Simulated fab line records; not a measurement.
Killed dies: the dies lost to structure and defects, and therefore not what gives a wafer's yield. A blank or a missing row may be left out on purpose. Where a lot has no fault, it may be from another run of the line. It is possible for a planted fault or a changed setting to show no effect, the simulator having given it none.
Which of the tools did it? | flow sky130 | Sampling: 24 lots, 72 wafers, 2 of 708 route steps

== WHAT THE GAUGES SHOWED, per wafer ==
SKY_CAP2M_THK_MEAS_04: measures by xrf. Usual: CAP2M_TIN_THK 199.2 nm, standard deviation 2.6.
lot  | measured     | on            | CAP2M_TIN_THK (nm) | flag
L074 | day 39 21:28 | film metro-04 | 201.0 201.0 202.1  |
L075 | day 40 03:02 | film metro-03 | 200.0 204.2 204.1  |
L076 | day 40 14:34 | film metro-02 | 197.1 201.1 197.8  |
L077 | day 40 23:43 | film metro-02 | 199.9 200.5 200.8  |
L078 | day 41 00:30 | film metro-03 | 200.4 202.9 203.3  |
L079 | day 41 12:16 | film metro-03 | 205.0 201.8 205.1  |
L080 | day 41 22:32 | film metro-03 | 196.2 203.0 197.7  |
L081 | day 42 08:19 | film metro-02 | 198.9 199.1 197.4  |
L082 | day 42 09:38 | film metro-04 | 198.7 196.9 200.3  |
L083 | day 42 15:24 | film metro-02 | 199.9 196.3 201.6  |
L084 | day 42 19:25 | film metro-02 | 199.0 201.9 201.0  |
L085 | day 43 02:35 | film metro-04 | 201.5 197.8 198.2  |
L086 | day 43 10:02 | film metro-04 | 196.3 200.1 198.6  |
L087 | day 43 17:22 | film metro-04 | 195.5 198.1 200.1  |
L088 | day 43 21:07 | film metro-03 | 196.6 195.7 195.5  |
L089 | day 44 11:00 | film metro-03 | 204.6 195.6 203.0  |
L090 | day 44 18:56 | film metro-03 | 197.2 195.1 197.8  |
L091 | day 44 20:13 | film metro-04 | 197.9 198.6 197.3  |
L092 | day 44 21:16 | film metro-02 | 200.7 199.6 199.2  |
L093 | day 45 07:07 | film metro-02 | 201.8 197.4 197.8  |
L094 | day 45 11:25 | film metro-04 | 198.2 196.8 197.5  |
L095 | day 45 22:58 | film metro-04 | 199.3 201.2 199.9  |
L096 | day 46 09:07 | film metro-03 | 201.5 201.6 199.7  |
L097 | day 46 14:44 | film metro-04 | 198.7 198.3 198.4  |

== TOOL THAT RAN EACH LOT (tool first, then ch and the chambers of the sampled wafers, then the start) ==
lot  | SKY_METAL4_SPUTTER_01
L074 | pvd sputter-03, day 39 21:02
L075 | pvd sputter-04, day 40 02:36
L076 | pvd sputter-03, day 40 14:08
L077 | pvd sputter-03, day 40 23:16
L078 | pvd sputter-03, day 41 00:04
L079 | pvd sputter-03, day 41 11:50
L080 | pvd sputter-02, day 41 22:05
L081 | pvd sputter-03, day 42 07:53
L082 | pvd sputter-02, day 42 09:10
L083 | pvd sputter-03, day 42 14:56
L084 | pvd sputter-02, day 42 18:59
L085 | pvd sputter-04, day 43 02:08
L086 | pvd sputter-02, day 43 09:35
L087 | pvd sputter-03, day 43 16:53
L088 | pvd sputter-02, day 43 20:40
L089 | pvd sputter-03, day 44 10:32
L090 | pvd sputter-02, day 44 18:28
L091 | pvd sputter-03, day 44 19:46
L092 | pvd sputter-02, day 44 20:49
L093 | pvd sputter-04, day 45 06:39
L094 | pvd sputter-03, day 45 10:58
L095 | pvd sputter-03, day 45 22:32
L096 | pvd sputter-04, day 46 08:41
L097 | pvd sputter-02, day 46 14:17
- SKY_METAL4_SPUTTER_01: material TiN, target thk 20 nm, time 16.7 s.

== WHAT THE TOOLS THEMSELVES READ (means of the sampled wafers that have a number; where no wafer has one, the mark that the record gives instead) ==
SKY_METAL4_SPUTTER_01. Usual: cathode dc power W 6499.9 W, standard deviation 1.2; throttle valve pct 30.5 %, standard deviation 0.97.
lot  | tool           | cathode dc power W (W) | throttle valve pct (%) | flag
L074 | pvd sputter-03 | 6499.7                 | 30.4                   |
L075 | pvd sputter-04 | 6500.3                 | 30.3                   |
L076 | pvd sputter-03 | 6500.8                 | 30.4                   |
L077 | pvd sputter-03 | 6500.0                 | 31.0                   |
L078 | pvd sputter-03 | 6499.8                 | 30.0                   |
L079 | pvd sputter-03 | 6499.3                 | 30.2                   |
L080 | pvd sputter-02 | 6500.2                 | 30.8                   |
L081 | pvd sputter-03 | 6499.7                 | 29.2                   |
L082 | pvd sputter-02 | 6499.7                 | 30.6                   |
L083 | pvd sputter-03 | 6499.3                 | 30.1                   |
L084 | pvd sputter-02 | 6498.5                 | 30.6                   |
L085 | pvd sputter-04 | 6500.0                 | 29.9                   |
L086 | pvd sputter-02 | 6499.0                 | 31.0                   |
L087 | pvd sputter-03 | 6501.4                 | 30.1                   |
L088 | pvd sputter-02 | 6499.3                 | 30.5                   |
L089 | pvd sputter-03 | 6500.8                 | 29.3                   |
L090 | pvd sputter-02 | 6500.5                 | 30.5                   |
L091 | pvd sputter-03 | 6499.9                 | 30.3                   |
L092 | pvd sputter-02 | 6498.4                 | 30.7                   |
L093 | pvd sputter-04 | 6500.9                 | 29.7                   |
L094 | pvd sputter-03 | 6499.6                 | 31.1                   |
L095 | pvd sputter-03 | 6500.4                 | 31.4                   |
L096 | pvd sputter-04 | 6500.1                 | 29.7                   |
L097 | pvd sputter-02 | 6499.4                 | 30.9                   |

== THE ANSWER, worked out from the rows above alone ==
Rule: a lot is off if the mean of its wafers that have a number lies more than 3 standard deviations from the usual mean. A lot without any number at a reading at which 4 lots or more have one is off too. Any other lot the step has rows for is counted as sound. The gauges are gone through in route order, then the tools' own readings, and for those a lot's mean is taken as printed above. At the first step where some lot is off, the reading lying furthest off is the one used; lots without a number count as furthest.
None of the lots is off at any reading shown; this tells nothing.

== WHAT THE SIMULATOR HAD INSERTED ==
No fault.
